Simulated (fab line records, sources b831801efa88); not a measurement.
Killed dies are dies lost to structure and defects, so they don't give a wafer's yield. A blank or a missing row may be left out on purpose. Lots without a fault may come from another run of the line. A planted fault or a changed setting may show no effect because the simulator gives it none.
A sampling plan put to the test | flow gf180mcu | one fab line, 14 faults that these records tell of, each judged on the records of the lots that it struck
The plan is the line's own looks: the steps of the route at which a gauge or an inspection reads the wafer and doesn't change it. A look can be judged if struck wafers have a number there and the file gives its usual mean and standard deviation on fault-free wafers. Caught: at a look after the fault's first step, the mean of the struck wafers lies 4 or more of those standard deviations (sigma) from the usual mean. On the tool: the same test on the tool's own readings at the fault's steps. Another recipe on the struck wafers, or a record that is blank for them alone, also counts as caught.

THE FAULTS, as the simulator had put them in
1. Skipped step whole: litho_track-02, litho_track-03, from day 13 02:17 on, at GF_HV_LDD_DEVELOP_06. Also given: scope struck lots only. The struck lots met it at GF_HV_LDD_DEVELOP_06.
2. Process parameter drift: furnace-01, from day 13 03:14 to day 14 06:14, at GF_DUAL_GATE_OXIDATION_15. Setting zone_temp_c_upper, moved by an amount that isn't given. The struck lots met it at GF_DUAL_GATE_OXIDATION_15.
3. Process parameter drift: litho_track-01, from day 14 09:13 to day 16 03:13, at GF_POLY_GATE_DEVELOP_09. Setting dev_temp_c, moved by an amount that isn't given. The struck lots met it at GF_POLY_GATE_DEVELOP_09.
4. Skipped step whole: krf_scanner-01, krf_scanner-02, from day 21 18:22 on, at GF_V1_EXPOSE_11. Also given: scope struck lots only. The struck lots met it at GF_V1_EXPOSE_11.
5. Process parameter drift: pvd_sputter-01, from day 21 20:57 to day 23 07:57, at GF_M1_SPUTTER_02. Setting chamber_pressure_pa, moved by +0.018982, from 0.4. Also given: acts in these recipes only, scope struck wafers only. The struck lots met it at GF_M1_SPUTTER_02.
6. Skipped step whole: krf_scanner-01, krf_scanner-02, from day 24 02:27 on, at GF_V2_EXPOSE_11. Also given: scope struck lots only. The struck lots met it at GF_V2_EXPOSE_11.
7. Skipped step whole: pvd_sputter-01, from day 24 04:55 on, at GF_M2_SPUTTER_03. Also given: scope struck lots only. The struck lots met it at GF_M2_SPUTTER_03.
8. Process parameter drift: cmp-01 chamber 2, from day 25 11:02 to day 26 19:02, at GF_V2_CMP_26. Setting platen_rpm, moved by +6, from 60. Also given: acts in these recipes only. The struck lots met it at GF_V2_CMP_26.
9. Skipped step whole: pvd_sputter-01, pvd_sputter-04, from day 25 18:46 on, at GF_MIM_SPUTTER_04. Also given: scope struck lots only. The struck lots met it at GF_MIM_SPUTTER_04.
10. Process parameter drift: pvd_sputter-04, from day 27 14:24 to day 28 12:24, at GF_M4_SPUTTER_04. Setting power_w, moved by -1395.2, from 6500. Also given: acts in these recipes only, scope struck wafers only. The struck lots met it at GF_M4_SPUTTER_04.
11. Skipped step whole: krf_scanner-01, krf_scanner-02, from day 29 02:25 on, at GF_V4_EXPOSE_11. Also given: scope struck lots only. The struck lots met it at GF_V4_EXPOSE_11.
12. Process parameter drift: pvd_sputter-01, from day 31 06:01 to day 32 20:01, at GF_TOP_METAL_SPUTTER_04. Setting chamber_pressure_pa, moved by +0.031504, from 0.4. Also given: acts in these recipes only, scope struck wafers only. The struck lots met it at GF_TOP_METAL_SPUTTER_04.
13. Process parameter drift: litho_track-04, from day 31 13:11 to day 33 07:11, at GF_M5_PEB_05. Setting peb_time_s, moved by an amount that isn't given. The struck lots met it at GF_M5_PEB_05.
14. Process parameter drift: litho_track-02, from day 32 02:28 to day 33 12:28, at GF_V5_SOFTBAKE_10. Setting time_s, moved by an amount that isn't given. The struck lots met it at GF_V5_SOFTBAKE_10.

WHAT THE PLAN SAW
fault | on the tool itself                               | first look that catches it                      | reading, sigma | median hours from its first step to that look | hours from the fault's start to the first struck lot there | judged looks passed uncaught
1     | the tool's record is blank for the struck wafers | no look after it can be judged                  | -              | -                                             | -                                                          | 0
2     | spike_tc_upper_C -34 sigma                       | not the one look that can be judged after it    | -              | -                                             | -                                                          | 1
3     | developer_temp_C +6.7 sigma                      | not the one look that can be judged after it    | -              | -                                             | -                                                          | 1
4     | no reading that can be judged                    | no look after it can be judged                  | -              | -                                             | -                                                          | 0
5     | chamber_pressure_pa +24 sigma                    | not the one look that can be judged after it    | -              | -                                             | -                                                          | 1
6     | no reading that can be judged                    | no look after it can be judged                  | -              | -                                             | -                                                          | 0
7     | the tool's record is blank for the struck wafers | no look after it can be judged                  | -              | -                                             | -                                                          | 0
8     | platen_rpm +99 or beyond sigma                   | not the one look that can be judged after it    | -              | -                                             | -                                                          | 1
9     | the tool's record is blank for the struck wafers | not the one look that can be judged after it    | -              | -                                             | -                                                          | 1
10    | cathode_dc_power_W -99 or beyond sigma           | not the one look that can be judged after it    | -              | -                                             | -                                                          | 1
11    | no reading that can be judged                    | no look after it can be judged                  | -              | -                                             | -                                                          | 0
12    | chamber_pressure_pa +44 sigma                    | none of the 2 looks that can be judged after it | -              | -                                             | -                                                          | 2
13    | heater_power_total_W +36 sigma                   | no look after it can be judged                  | -              | -                                             | -                                                          | 0
14    | heater_power_total_W +66 sigma                   | no look after it can be judged                  | -              | -                                             | -                                                          | 0
A dash: the fault isn't caught, or these records don't give the number.

Caught at a look: 0 of 14. Caught on the tool: 11 of 14. By one or the other: 11 of 14.
Caught on the tool alone: faults 1, 2, 3, 5, 7, 8, 9, 10, 12, 13, 14.
Caught by neither: faults 4, 6, 11.
